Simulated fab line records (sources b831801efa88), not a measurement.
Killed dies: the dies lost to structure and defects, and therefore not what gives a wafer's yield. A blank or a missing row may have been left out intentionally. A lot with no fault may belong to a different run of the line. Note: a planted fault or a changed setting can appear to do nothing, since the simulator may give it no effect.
Which tool was responsible?    flow sky130    18 wafers from 6 lots sampled at 2 of the route's 708 steps

## WHAT THE GAUGES READ, wafer by wafer
SKY_SD_P_CD_MEAS_07: the cd target is 380 nm.
lot   measured      on         cd_nm (nm)
L945  day 27 00:07  cd_sem-02  377.7 378.8 377.1
L947  day 28 00:46  cd_sem-02  382.2 383.0 379.9
L949  day 28 07:34  cd_sem-02  381.3 382.1 381.9
L951  day 29 01:34  cd_sem-01  380.7 382.6 381.9
L954  day 30 00:44  cd_sem-02  413.3 408.7 410.2
L962  day 32 10:11  cd_sem-01  378.2 378.4 377.0

## WHICH TOOL RAN EACH LOT (tool, then ch and the chambers of the sampled wafers, then the start)
lot   SKY_SD_P_EXPOSE_04
L945  iline_stepper-02 ch 0, day 26 10:05
L947  iline_stepper-01 ch 0, day 27 10:37
L949  iline_stepper-02 ch 0, day 27 17:03
L951  iline_stepper-02 ch 0, day 28 11:45
L954  iline_stepper-02 ch 0, day 29 11:24
L962  iline_stepper-01 ch 0, day 31 20:35
- SKY_SD_P_EXPOSE_04: exposes mask PSDM, target cd 380 nm.

## THE ANSWER, worked out from the rows above alone
Rule: the usual values come from the lots themselves. The widest of any qualifying gaps counts: lots, ordered by their means at a reading, are off when they make up no more than a third of the lots, leave a main group of 4 or more, and stand apart from it by 3 or more times the standard deviation of that group's means. If all means in a main group match to the digits the tables above print for the reading, that group is not used. Also off: a lot with no number at a reading for which 4 or more lots have one. Any other lot the step has rows for is counted as sound.
Off: L954, at SKY_SD_P_CD_MEAS_07 (cd_nm). The main group: mean 380.2 nm, standard deviation 1.9.
If a tool, at a process step before that reading, ran all the lots that are off and no sound lot after the first of them, it fits. Those tools and the gauges at SKY_SD_P_CD_MEAS_07 are tried in the same way. This does not decide it: 2 tools fit, namely iline_stepper-02 at SKY_SD_P_EXPOSE_04 and cd_sem-02 at SKY_SD_P_CD_MEAS_07.

## WHAT THE SIMULATOR PUT IN
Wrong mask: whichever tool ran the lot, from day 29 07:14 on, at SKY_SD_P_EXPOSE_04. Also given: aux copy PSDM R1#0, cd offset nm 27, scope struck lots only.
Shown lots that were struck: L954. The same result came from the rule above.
